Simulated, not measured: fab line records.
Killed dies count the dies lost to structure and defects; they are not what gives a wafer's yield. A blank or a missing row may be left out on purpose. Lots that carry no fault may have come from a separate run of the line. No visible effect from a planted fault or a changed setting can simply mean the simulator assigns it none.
A lot that was struck, set against a sound lot | flow sfq_line | 14 out of 325 route steps
Sound: wafers L753.1, L753.3, L753.4. Struck: wafer L747.5; the same lot's L747.2 was not struck, so it is left out; see the end for the cause.
Order at every step that has rows: each side's tool, ch and its chambers, its first start. Under that, the readings that differ: sound wafers | struck wafers | difference of the means | sigmas: that difference in standard deviations of wafers without a fault.
alike: readings with means less than 2 such deviations apart, plus words and numbers identical on both sides. not compared: withheld readings, readings lacking a value on some wafer, bounds such as >300 that could conceal the same value, and numbers that have no deviation in the record and whose values overlap.
Wherever a step has rows on one side only, a row that says differs or no value, or a row with sigmas, the two part there. When numbers do not overlap yet have no deviation, they are printed without sigmas and do not part them. A reading that every wafer of one side lacks parts them only if that side has two wafers or more.

first, 6 steps without rows for these wafers: SFQ_TRILAYER_M2_LITHO_COAT_062 (resist thk 62 nm); SFQ_TRILAYER_M2_LITHO_COAT_057 (resist thk 600 nm); SFQ_TRILAYER_M2_LITHO_SOFTBAKE_061; SFQ_TRILAYER_M2_LITHO_EXPOSE_058 (exposes mask M2, target cd 500 nm); SFQ_TRILAYER_M2_LITHO_PEB_060 (peb time 60 s); SFQ_TRILAYER_M2_LITHO_DEVELOP_059 (time 60 s).
SFQ_M2_OVL_MEAS_916:
  sound on overlay-02, day 32 01:32; struck on overlay-02, day 31 08:38
  alike: M2_OVL
SFQ_TRILAYER_M2_BARC_OPEN_METAL_ETCH_077: etches BARC in O2, target depth 125 nm, time 41.7 s.
  sound on rie_metal-04 ch 0,1, day 32 01:35; struck on rie_metal-04 ch 0, day 31 08:40
  alike: drypump_motor_current_A, oes_product_au
  not compared: rf_hours_counter_h
SFQ_TRILAYER_M2_ETCH_METAL_ETCH_060: etches Nb in Cl2/Ar, stops on SiO2, target depth 240 nm, time 120 s.
  sound on rie_metal-04 ch 0,1, day 32 01:38; struck on rie_metal-04 ch 0, day 31 08:43
  alike: drypump_motor_current_A, oes_product_au
  not compared: rf_hours_counter_h
SFQ_TRILAYER_M2_STRIP_STRIP_061: strips in O2.
  sound on rie_metal-04 ch 0,1, day 32 01:46; struck on rie_metal-04 ch 0, day 31 08:50
  alike: drypump_motor_current_A, oes_product_au
  not compared: rf_hours_counter_h
then, 1 step without rows for these wafers: SFQ_TRILAYER_M2_STRIP_SOLV_CLEAN_062 (cleans in NMP, time 600 s).
SFQ_TRILAYER_I2_DEP_PECVD_063: deposits SiO2 from SiH4/N2O, time 111.11 s, target thk 500 nm.
  sound on pecvd-03 ch 1,2, day 32 02:32; struck on pecvd-02 ch 2, day 31 09:37
  reading                                             | sound             | struck | difference | sigmas
  run_length_s (s)                                    | 139.7 139.7 139.2 | 124.5  | -15.0      | -25
  model.SiO2_of_TRILAYER_I2_DEP_PECVD_063.thk_nm (nm) | 491.6 500.2 502.8 | 434.1  | -64.1      |
  alike: heater_power_w, throttle_valve_pct
SFQ_TRILAYER_I2_CMP_CMP_064: polishes SiO2.
  sound on cmp-02 ch 1,2,3, day 32 03:13; struck on cmp-02 ch 1, day 31 12:59
  reading                | sound       | struck | difference | sigmas
  time_to_endpoint_s (s) | 213 214 216 | 173    | -41        | -6
  alike: motor_current_A, slurry_flow_ml_min
SFQ_I2_BOW_MEAS_917:
  sound on film_metro-02, day 32 06:13; struck on film_metro-03, day 31 14:31
  alike: I2_BOW

== WHERE THEY PART ==
At SFQ_TRILAYER_I2_DEP_PECVD_063 first; at SFQ_TRILAYER_I2_CMP_CMP_064 last (within this record only). Later steps at which nothing parts them and some readings are alike: SFQ_I2_BOW_MEAS_917.

WHY: what had been put in by the simulator
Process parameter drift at SFQ_TRILAYER_I2_DEP_PECVD_063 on pecvd-02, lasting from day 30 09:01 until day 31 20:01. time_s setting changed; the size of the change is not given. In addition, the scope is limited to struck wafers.
